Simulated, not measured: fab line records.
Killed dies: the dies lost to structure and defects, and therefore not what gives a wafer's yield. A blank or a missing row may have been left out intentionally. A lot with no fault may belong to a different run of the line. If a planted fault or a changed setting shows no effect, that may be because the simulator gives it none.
fab line records | flow gf180mcu
[record] lots = 6 wafers = 18 last_day = 34
route steps=602 shown M4@460
lots with no fault: from the same line, run without faults
start_h: hours from the record's first day to the start of the lot's first wafer shown | wait_h: hours since the lot's step before | " the same as in the row above | L1.1+2: a single row standing in for several wafers | - no value present, or no start provided | * or withheld: withheld | < > ~ a bound
route shown NAME@n: names a module that has steps shown in the file, with the first one's number in the route | usual: mean/standard deviation taken from wafers without a fault | same: alike in all rows | chamber/n: place in a boat | sites: the reading at each site | _std_site: the standard deviation of these | _edge_site: inner sites' mean taken away from outer sites' mean | radius_mm: how far each site lies from the wafer's centre | mask NAME#n: copy n | behind: the last tool/chamber to shape the wafer | hold: the reason the lot was held/the length of the hold in hours/how it ended | device: transistor that didn't switch, given as n, p or np | end of line: at the end of the route, the tests of the same wafers | a step without rows: its recipe alone | killed: not the wafer's yield, but the dies lost to structure and defects at the first sort | map: shows each die of a wafer: x if killed, . if not, _ if none is there
set.NAME: the setting the step ran with; set.NAME@STEP: the setting that earlier step ran with | model.NAME: the simulator's own value behind a step, which no gauge read
a table for each step, a row for each wafer; lots at some steps of the route
services: from which hour (start_h, from the record's first day; less than 0 if before it) a tool's chamber was out of use, for how many hours, and why
[[steps]]
[step GF_M4_SPUTTER_04]
[recipe] material = TiN target_thk_nm = 50 power_w = 6500 time_s = 41.7 chamber_pressure_pa = 0.4
[usual] cathode_dc_power_W = 6500.0/1 throttle_valve_pct = 30.2/1.1
// columns lot.wafer tool chamber start_h wait_h cathode_dc_power_W throttle_valve_pct
L211.2 pvd_sputter-04 - 562.50 0.0 6499.9 31.3
L211.3 " - " " 6501.6 30.7
L211.6 " - " " 6501.9 27.5
L218.1 pvd_sputter-03 - 619.66 0.0 6500.2 28.6
L218.3 " - " " 6500.5 30.7
L218.5 " - " " 6499.9 30.8
L219.3 pvd_sputter-03 - 628.19 0.0 6498.2 30.5
L219.4 " - " " 6500.1 30.4
L219.5 " - " " 6501.6 30.1
L225.2 pvd_sputter-04 - 670.23 0.0 6499.6 30.5
L225.3 " - " " 6500.7 30.8
L225.5 " - " " 6499.4 30.9
L226.1 pvd_sputter-04 - 678.59 0.0 6500.4 27.5
L226.3 " - " " 6498.9 31.2
L226.5 " - " " 6500.7 27.6
L227.3 pvd_sputter-04 - 680.82 0.0 6501.4 27.4
L227.4 " - " " 6500.8 31.2
L227.6 " - " " 6497.7 31.1
[step GF_M4_RS_MEAS_05]
[recipe] thk_meas_gauge = four-point-probe reads = TiN_of_M4_SPUTTER_04+Ti_of_M4_SPUTTER_03+AlCu_of_M4_SPUTTER_02+TiN_of_M4_SPUTTER_01+Ti_of_M4_SPUTTER_00
[usual] M4_ALCU_RS = 0.0697/0.0007
// columns lot.wafer tool chamber start_h wait_h M4_ALCU_RS[ohm/sq]
L211.2 film_metro-01 - 562.56 0.0 0.0702
L211.3 " - " " 0.0708
L211.6 " - " " 0.0698
L218.1 film_metro-02 - 619.70 0.0 0.0705
L218.3 " - " " 0.0701
L218.5 " - " " 0.0706
L219.3 film_metro-01 - 628.27 0.1 0.0692
L219.4 " - " " 0.0689
L219.5 " - " " 0.0691
L225.2 film_metro-02 - 670.29 0.0 0.0705
L225.3 " - " " 0.0701
L225.5 " - " " 0.0704
L226.1 film_metro-04 - 678.63 0.0 0.0688
L226.3 " - " " 0.0684
L226.5 " - " " 0.0686
L227.3 film_metro-04 - 680.90 0.1 0.0697
L227.4 " - " " 0.0696
L227.6 " - " " 0.0696
[step GF_M4_THK_MEAS_06]
[recipe] thk_meas_gauge = xrf reads = AlCu_of_M4_SPUTTER_02
[usual] M4_ALCU_THK = 439/5.7
// columns lot.wafer tool chamber start_h wait_h M4_ALCU_THK[nm]
L211.2 film_metro-01 - 562.67 0.1 437
L211.3 " - " " 435
L211.6 " - " " 439
L218.1 film_metro-02 - 619.82 0.1 430
L218.3 " - " " 434
L218.5 " - " " 433
L219.3 film_metro-01 - 628.37 0.1 445
L219.4 " - " " 446
L219.5 " - " " 446
L225.2 film_metro-02 - 670.40 0.1 429
L225.3 " - " " 432
L225.5 " - " " 432
L226.1 film_metro-04 - 678.75 0.1 449
L226.3 " - " " 451
L226.5 " - " " 448
L227.3 film_metro-04 - 681.00 0.1 443
L227.4 " - " " 443
L227.6 " - " " 443
[step GF_M4_DEHYDRATE_07]
[recipe] temp_c = 200 time_s = 60
[step GF_M4_HMDS_08]
[recipe] prime_time_s = 60 prime_temp_c = 120
[step GF_M4_COAT_09]
[recipe] resist = KrF spin_rpm = withheld resist_thk_nm = 1000
[step GF_M4_SOFTBAKE_10]
[recipe] temp_c = 130 time_s = 60 resist = KrF
[step GF_M4_EXPOSE_11]
[recipe] mask_id = Metal4 target_cd_nm = 280 na = 0.68 source_shape = conventional sigma_outer = 0.6 dose_mj = 28
[step GF_M4_PEB_12]
[recipe] peb_temp_c = 135 peb_time_s = 90 resist = KrF
[step GF_M4_DEVELOP_13]
[recipe] develop_time_s = 60 dev_temp_c = 21
[step GF_M4_CD_MEAS_14]
[recipe] target_cd_nm = 280
[usual] cd_nm = 280.1/1.2
// columns lot.wafer tool chamber start_h wait_h cd_nm
L211.2 cd_sem-02 - 584.32 0.1 278.6
L211.3 " - " " 278.2
L211.6 " - " " 278.1
L218.1 cd_sem-02 - 640.20 0.1 278.8
L218.3 " - " " 280.5
L218.5 " - " " 281.2
L219.3 cd_sem-02 - 648.57 0.1 279.5
L219.4 " - " " 279.7
L219.5 " - " " 279.3
L225.2 cd_sem-02 - 689.91 0.1 278.6
L225.3 " - " " 279.2
L225.5 " - " " 280.0
L226.1 cd_sem-01 - 697.14 0.1 279.4
L226.3 " - " " 279.4
L226.5 " - " " 279.6
L227.3 cd_sem-02 - 699.43 0.1 280.1
L227.4 " - " " 280.0
L227.6 " - " " 281.1
[step GF_M4_OVL_MEAS_15]
[usual] M4_OVL = 5/5.4
// columns lot.wafer tool chamber start_h wait_h M4_OVL[nm]
L211.2 overlay-01 - 584.42 0.1 -1
L211.3 " - " " 5
L211.6 " - " " 1
L218.1 overlay-01 - 640.32 0.1 3
L218.3 " - " " 6
L218.5 " - " " 2
L219.3 overlay-01 - 648.66 0.1 -6
L219.4 " - " " 7
L219.5 " - " " -1
L225.2 overlay-01 - 690.02 0.1 12
L225.3 " - " " 6
L225.5 " - " " 11
L226.1 overlay-01 - 697.26 0.1 8
L226.3 " - " " 5
L226.5 " - " " 7
L227.3 overlay-01 - 699.52 0.1 3
L227.4 " - " " 8
L227.6 " - " " 2
[step GF_M4_METAL_ETCH_16]
[recipe] chemistry = Cl2/BCl3 mask_material = KrF target_depth_nm = 627.5 stop_on = SiO2 pressure_mtorr = 8 icp_w = 800 bias_w = 140 Cl2_flow_sccm = 80 bcl3_flow_sccm = 40 time_s = 104.6
[usual] bcl3_flow_sccm = 40.00/0.12 bias_w = 140.0/0.42 chamber_pressure_mTorr = 7.999/0.0069 drypump_motor_current_A = 5.9/0.44 oes_product_au = 0.972/0.0067 throttle_valve_pct = 28.250/0.0099
// columns lot.wafer tool chamber start_h wait_h bcl3_flow_sccm bias_w chamber_pressure_mTorr drypump_motor_current_A oes_product_au rf_hours_counter_h throttle_valve_pct model.KrF_of_M4_COAT_09.thk_nm
L211.2 rie_metal-02 0 584.45 0.0 39.89 140.0 8.005 6.0 0.956 2 28.255 739.9
L211.3 " 1 " " 39.93 139.7 8.005 5.9 0.970 - 28.250 736.8
L211.6 " 1 " " 39.87 139.8 7.989 6.0 0.978 - 28.253 734.4
L218.1 rie_metal-01 0 640.35 0.0 - - - - - - - 985.1
L218.3 " 0 " " - - - - - - - 986.3
L218.5 " 0 " " - - - - - - - 987.4
L219.3 rie_metal-01 1 648.76 0.1 - - - - - - - 979.5
L219.4 " 1 " " - - - - - - - 982.2
L219.5 " 1 " " - - - - - - - 982.4
L225.2 rie_metal-03 1 690.05 0.0 40.04 139.5 8.011 5.1 0.964 10 28.259 733.1
L225.3 " 1 " " 39.96 139.9 8.004 5.1 0.967 - 28.252 729.8
L225.5 " 1 " " 39.89 140.5 7.996 5.1 0.968 - 28.243 732.6
L226.1 rie_metal-02 1 697.30 0.0 40.00 139.3 7.998 5.9 0.976 3 28.263 739.1
L226.3 " 0 " " 39.84 140.6 8.001 6.0 0.976 - 28.261 742.1
L226.5 " 0 " " 39.85 140.1 7.995 6.0 0.975 - 28.251 742.1
L227.3 rie_metal-01 1 699.58 0.1 40.06 139.3 7.995 5.9 0.974 - 28.250 731.6
L227.4 " 0 " " 39.94 139.7 7.987 5.9 0.971 - 28.258 735.1
L227.6 " 1 " " 39.99 139.6 8.000 5.9 0.973 - 28.253 732.4
[step GF_M4_STRIP_17]
[recipe] chemistry = O2/N2 power_w = 1400 pressure_mtorr = 1500 platen_temp_c = 250 o2_flow_sccm = 3000 n2_flow_sccm = 300 overash_fraction = 0.5
[usual] chamber_pressure_mTorr = 1499.9/1.3 drypump_motor_current_A = 5.3/0.4 heater_power_w = 357/31 oes_product_au = 0.558/0.005 strip_time_to_endpoint_s = 7.88/0.035
// columns lot.wafer tool chamber start_h wait_h chamber_pressure_mTorr drypump_motor_current_A heater_power_w oes_product_au rf_hours_counter_h strip_time_to_endpoint_s
L211.2 plasma_asher-01 1 584.56 0.1 1499.9 5.4 406 0.559 15 7.94
L211.3 " 0 " " 1500.7 5.1 299 0.543 - 7.89
L211.6 " 1 " " 1500.5 5.4 413 0.555 - 7.86
L218.1 plasma_asher-04 0 640.58 0.2 1500.4 4.9 335 0.667 87 10.21
L218.3 " 0 " " 1499.7 4.9 342 0.652 - 10.23
L218.5 " 1 " " 1499.6 5.1 378 0.672 - 10.22
L219.3 plasma_asher-03 1 648.94 0.1 1500.6 6.1 375 0.662 - 10.16
L219.4 " 0 " " 1502.7 5.4 340 0.653 - 10.18
L219.5 " 1 " " 1498.7 6.1 368 0.656 - 10.17
L225.2 plasma_asher-04 0 690.16 0.1 1499.7 4.9 339 0.563 92 7.86
L225.3 " 1 " " 1500.7 5.1 382 0.563 - 7.82
L225.5 " 1 " " 1499.5 5.1 375 0.559 - 7.85
L226.1 plasma_asher-03 1 697.41 0.1 1501.2 6.1 371 0.563 104 7.92
L226.3 " 0 " " 1501.0 5.4 334 0.566 - 7.94
L226.5 " 1 " " 1498.1 6.1 370 0.558 - 7.94
L227.3 plasma_asher-04 1 699.69 0.1 1502.4 5.1 375 0.557 - 7.83
L227.4 " 0 " " 1501.0 4.9 341 0.558 - 7.86
L227.6 " 0 " " 1498.3 4.9 335 0.552 - 7.85
[step GF_M4_STRIP_18]
[recipe] chemistry = post_etch_residue_remover time_s = 1200 temp_c = 72.5
[[services]]
// columns tool chamber start_h hours kind
plasma_asher-04 - 543.75 2.8 pm
plasma_asher-01 - 563.21 0.4 repair
rie_metal-02 1 595.76 - clean
rie_metal-02 1 595.76 19.2 scheduled_down
rie_metal-02 1 595.76 19.2 vent_cycle
plasma_asher-04 - 604.55 0.5 repair
plasma_asher-03 - 617.92 4.5 repair
pvd_sputter-03 3 619.70 - consumable_replace:kit
pvd_sputter-03 3 619.70 18.0 scheduled_down
pvd_sputter-03 3 619.70 18.0 vent_cycle
rie_metal-01 1 620.70 - clean
rie_metal-01 1 620.70 20.0 scheduled_down
rie_metal-01 1 620.70 20.0 vent_cycle
pvd_sputter-04 3 631.40 - consumable_replace:kit
pvd_sputter-04 3 631.40 18.0 scheduled_down
pvd_sputter-04 3 631.40 18.0 vent_cycle
rie_metal-01 - 640.70 2.8 pm
rie_metal-01 0 643.96 - clean
rie_metal-01 0 643.96 16.9 scheduled_down
rie_metal-01 0 643.96 16.9 vent_cycle
plasma_asher-01 - 658.70 0.7 repair
rie_metal-03 - 671.08 1.4 pm
pvd_sputter-03 - 671.26 3.5 repair
plasma_asher-03 - 682.79 2.2 repair
[[key]]
[first_sign] step = GF_M4_METAL_ETCH_16 reading = tool_record direction = missing
[effect] step = GF_M4_STRIP_17 reading = strip_time_to_endpoint_s direction = up sigmas = 67 usual = * struck = *
[model_effect] step = GF_M4_METAL_ETCH_16 value = KrF_of_M4_COAT_09.thk_nm without = 731.9 struck = 983.8
met_at GF_M4_METAL_ETCH_16
struck_wafers L218.1,L218.3,L218.5,L219.3,L219.4,L219.5
later_rows_left_out L218.1,L218.3,L218.5,L219.3,L219.4,L219.5
sort_left_out L218.1,L218.3,L218.5,L219.3,L219.4,L219.5
[fault] kind = skipped_step_whole tool = rie_metal-01 chamber = - onset_h = 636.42 steps = GF_M4_METAL_ETCH_16 scope = struck_lots_only
// sort_left_out: the simulated sort isn't trusted on such a fault, so these wafers' sort isn't shown, and their yield isn't known
// later_rows_left_out: the simulator's readings of these wafers behind a module that went badly wrong aren't trusted and aren't shown, but for the sort
